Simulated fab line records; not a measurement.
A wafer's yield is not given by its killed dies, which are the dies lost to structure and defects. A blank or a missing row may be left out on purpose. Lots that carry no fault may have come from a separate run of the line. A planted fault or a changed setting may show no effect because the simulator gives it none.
Struck lot and sound lot, side by side    flow sky130    17 steps out of a route of 708
Sound: these wafers, L878.3, L878.5, L878.6. Struck: wafers L890.1, L890.3, L890.6. The cause is named last.
For every step that has rows: the tool of each side, followed by ch and its chambers, followed by its first start. Under that, the readings that differ: sound wafers    struck wafers    difference of the means    sigmas: that difference in standard deviations of wafers without a fault.
alike: words and numbers the same on both sides, and readings whose means are apart by under 2 such deviations; not compared: readings that were withheld, readings missing a value for some wafer, numbers with overlapping values and no deviation given by the record, and bounds like >300 which may hide the same value.
A row with sigmas, a row that says differs or no value, or rows on one side alone: a step with any of these is where the two part. Numbers that don't overlap but have no deviation are shown without sigmas and don't part them. A reading that every wafer of one side lacks parts them only if that side has two wafers or more.

first, 5 steps without rows for these wafers: SKY_SD_N_COAT_02 (resist thk 1140 nm); SKY_SD_N_SOFTBAKE_03 (time 60 s); SKY_SD_N_EXPOSE_04 (exposes mask NSDM, target cd 380 nm); SKY_SD_N_PEB_05; SKY_SD_N_DEVELOP_06 (develop time 60 s).
SKY_SD_N_CD_MEAS_07: the cd target is 380 nm.
  sound on cd_sem-02, day 28 11:17; struck on cd_sem-02, day 32 18:30
  alike: cd_nm
SKY_SD_N_OVL_MEAS_08:
  sound on overlay-01, day 28 11:22; struck on overlay-02, day 32 18:37
  alike: SD_N_OVL
then, 2 steps without rows for these wafers: SKY_SD_N_IMPLANT_09; SKY_SD_N_IMPLANT_10.
SKY_SD_N_STRIP_11: strips in O2/N2.
  sound on plasma_asher-03 ch 0,1, day 28 11:44; struck on plasma_asher-01 ch 0, day 32 18:58
  alike: drypump_motor_current_A, oes_product_au, strip_time_to_endpoint_s
  not compared: rf_hours_counter_h
SKY_SD_N_TW_MEAS_12:
  sound on film_metro-03, day 28 11:49; struck on film_metro-03, day 32 19:04
  alike: SD_N_TW
then, 1 step without rows for these wafers: SKY_SD_N_CLEAN_13 (cleans in SC1/SC2, time 150 s).
SKY_SD_N_RTA_14: time 2 s.
  sound on rtp_anneal-01 ch 0, day 28 12:00; struck on rtp_anneal-01 ch 0, day 32 19:10
reading             sound              struck             difference  sigmas
lamp_power_pct (%)  15.77 15.73 15.79  15.07 15.05 15.09  -0.69       -13
  alike: ramp_up_c_per_s, wafer_temp_C_max
SKY_SD_N_RS_MEAS_16: a four-point-probe measurement.
  sound on film_metro-01, day 28 12:14; struck on film_metro-03, day 32 19:20
reading           sound              struck             difference  sigmas
SD_N_RS (ohm/sq)  68.83 68.66 68.58  71.87 71.68 71.65  +3.04       +28
SKY_SD_N_RS_MEAS_17: a four-point-probe measurement.
  sound on film_metro-01, day 28 12:21; struck on film_metro-03, day 32 19:28
reading           sound              struck             difference  sigmas
SD_P_RS (ohm/sq)  147.3 147.3 147.1  165.7 166.3 165.6  +18.6       +52
SKY_SD_N_RS_MEAS_18: a four-point-probe measurement.
  sound on film_metro-01, day 28 12:28; struck on film_metro-03, day 32 19:35
  alike: RES_XHIGH_RS
-- the record jumps here: 16 days lie between the struck wafers' starts before and after (it left off in module SD_N and takes up again in module PAD_OPEN, whose first step shown is number 708 of the route) --
SKY_PAD_OPEN_PROBE_99:
  sound on prober-01, day 46 02:22; struck on prober-02, day 49 02:28
reading                                 sound              struck             difference  sigmas
model.etest.res_xhigh_po.line_ohm_um    5806 5973 5975     7068 7296 7339     +1316       
model.etest.res_xhigh_po.rs_ohm_sq      2008 2043 2069     2459 2539 2565     +481        
model.etest.pfet_01v8.r_on_ohm_um       2825 2917 2866     3175 3080 3123     +257        
model.etest.tip_p.rs_ohm_sq             6920 6898 6932     7087 7087 7041     +155        
model.etest.res_pdiff.line_ohm_um       1394 1394 1380     1532 1535 1529     +143        
model.etest.res_high_po.line_ohm_um     762.2 773.1 765.8  859 883.5 875.1    +106        
model.etest.licon_high_po.rc_ohm        352.3 348.4 349.4  470.6 476.5 476.2  +124.4      
model.etest.pfet_g5v0d10v5.r_on_ohm_um  4788 4746 4764     4906 4813 4867     +96         
  alike: killed_at_M0_to_M3, killed_at_M4_up, killed_at_contacts, killed_at_front_end, killed_at_other, killed_dies, killed_open, killed_short

WHERE THEY PART
First at SKY_SD_N_RTA_14; last, within this record, at SKY_SD_N_RS_MEAS_17. Later steps at which nothing parts them and some readings are alike: SKY_SD_N_RS_MEAS_18, SKY_PAD_OPEN_PROBE_99.

WHY: what the simulator had put in
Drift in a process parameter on rtp_anneal-01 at SKY_SD_N_RTA_14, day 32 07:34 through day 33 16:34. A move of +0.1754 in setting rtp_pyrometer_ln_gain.
